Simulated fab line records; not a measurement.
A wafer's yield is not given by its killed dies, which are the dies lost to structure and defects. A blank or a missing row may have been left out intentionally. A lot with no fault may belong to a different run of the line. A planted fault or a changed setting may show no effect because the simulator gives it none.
One fault seen from 2 desks || flow sky130 || every desk sees just its own numbers, and what lay behind them comes last

## TOOL OWNER'S DESK, cvd_w-02
The tool's own readings at SKY_LI_CONTACT_CVD_21 (deposits W, target thk 400 nm, time 120.56 s): means of the sampled wafers that have a number, for each lot that ran on this tool. Marked OUT: a lot whose mean sits more than 4 standard deviations from the usual mean, which makes it out of limits; the brackets give that distance.
Columns: A = chamber_pressure_Torr at SKY_LI_CONTACT_CVD_21, usual 40.01 Torr; B = heater_power_outer_w at SKY_LI_CONTACT_CVD_21, usual 540 W; C = heater_power_w at SKY_LI_CONTACT_CVD_21, usual 865 W
{"lot": "L677", "first seen here": "day 29 02:43", "A": 39.94, "B": 536, "C": 872}
{"lot": "L679", "first seen here": "day 30 05:09", "A": 40.09, "B": 539, "C": 876}
{"lot": "L681", "first seen here": "day 30 15:15", "A": 40.08, "B": 568, "C": 840}
{"lot": "L682", "first seen here": "day 30 21:23", "A": 39.97, "B": 530, "C": 886}
{"lot": "L693", "first seen here": "day 34 13:49", "A": 39.93, "B": 575, "C": 869}
{"lot": "L696", "first seen here": "day 35 01:40", "A": 40.07, "B": 550, "C": 886}
{"lot": "L698", "first seen here": "day 35 17:04", "A": 40.03, "B": 575, "C": 873}
{"lot": "L699", "first seen here": "day 35 18:05", "A": 39.96, "B": 568, "C": 860}
Finding of this desk: none of the 8 lots has anything out of limits.

## THE METROLOGY DESK
Means of the sampled wafers that have a number, per lot and without regard to the tool the lot ran on: this is what the gauges read. Marked OUT: a lot whose mean sits more than 4 standard deviations from the usual mean, which makes it out of limits; the brackets give that distance.
Columns: A = LI_CONTACT_W_RS at SKY_LI_CONTACT_RS_MEAS_22, usual 0.2851 ohm/sq; B = LI_CONTACT_W_THK at SKY_LI_CONTACT_THK_MEAS_23, usual 404 nm; C = cd_nm at SKY_LOCAL_INTERCONNECT_CD_MEAS_11, usual 170.2 nm
{"lot": "L677", "first seen here": "day 29 02:50", "A": 0.2820, "B": 401, "C": 172.5}
{"lot": "L679", "first seen here": "day 30 05:18", "A": 0.2742, "B": 429, "C": 169.5}
{"lot": "L680", "first seen here": "day 30 13:10", "A": 0.2837, "B": 411, "C": 170.1}
{"lot": "L681", "first seen here": "day 30 15:24", "A": "0.2532 (-11) OUT", "B": "449 (+5.7) OUT", "C": 168.6}
{"lot": "L682", "first seen here": "day 30 21:31", "A": "0.2662 (-6.5) OUT", "B": 433, "C": 167.6}
{"lot": "L693", "first seen here": "day 34 13:57", "A": 0.2844, "B": 409, "C": 171.0}
{"lot": "L696", "first seen here": "day 35 01:47", "A": 0.2896, "B": 405, "C": 169.7}
{"lot": "L697", "first seen here": "day 35 07:54", "A": 0.2839, "B": 398, "C": 170.2}
{"lot": "L698", "first seen here": "day 35 17:19", "A": 0.2860, "B": 394, "C": 168.8}
{"lot": "L699", "first seen here": "day 35 18:19", "A": 0.2888, "B": 392, "C": 167.0}
{"lot": "L700", "first seen here": "day 36 05:37", "A": 0.2812, "B": 408, "C": 173.0}
This desk's finding: out of limits on L681, L682; first on L681, day 30 15:24 (LI_CONTACT_W_RS at SKY_LI_CONTACT_RS_MEAS_22). Within limits: L677, L679, L680, L693, L696, L697, L698, L699, L700.

## BROUGHT TOGETHER
The metrology desk could have raised an alarm at day 30 15:24, on L681, L682.
The tool owner's desk saw nothing out of limits.
The tool owner's desk has L681, L682 on record, within its limits.
SKY_LI_CONTACT_CVD_21 was run on cvd_w-02 by each of the lots named.

## WHAT THE SIMULATOR HAD INSERTED
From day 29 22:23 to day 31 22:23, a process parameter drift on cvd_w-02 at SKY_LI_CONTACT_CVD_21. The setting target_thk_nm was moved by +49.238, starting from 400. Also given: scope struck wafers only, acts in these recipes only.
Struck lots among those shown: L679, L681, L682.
Per desk, hours elapsed from the start of the fault to the first reading out of limits: for the metrology desk, 17.
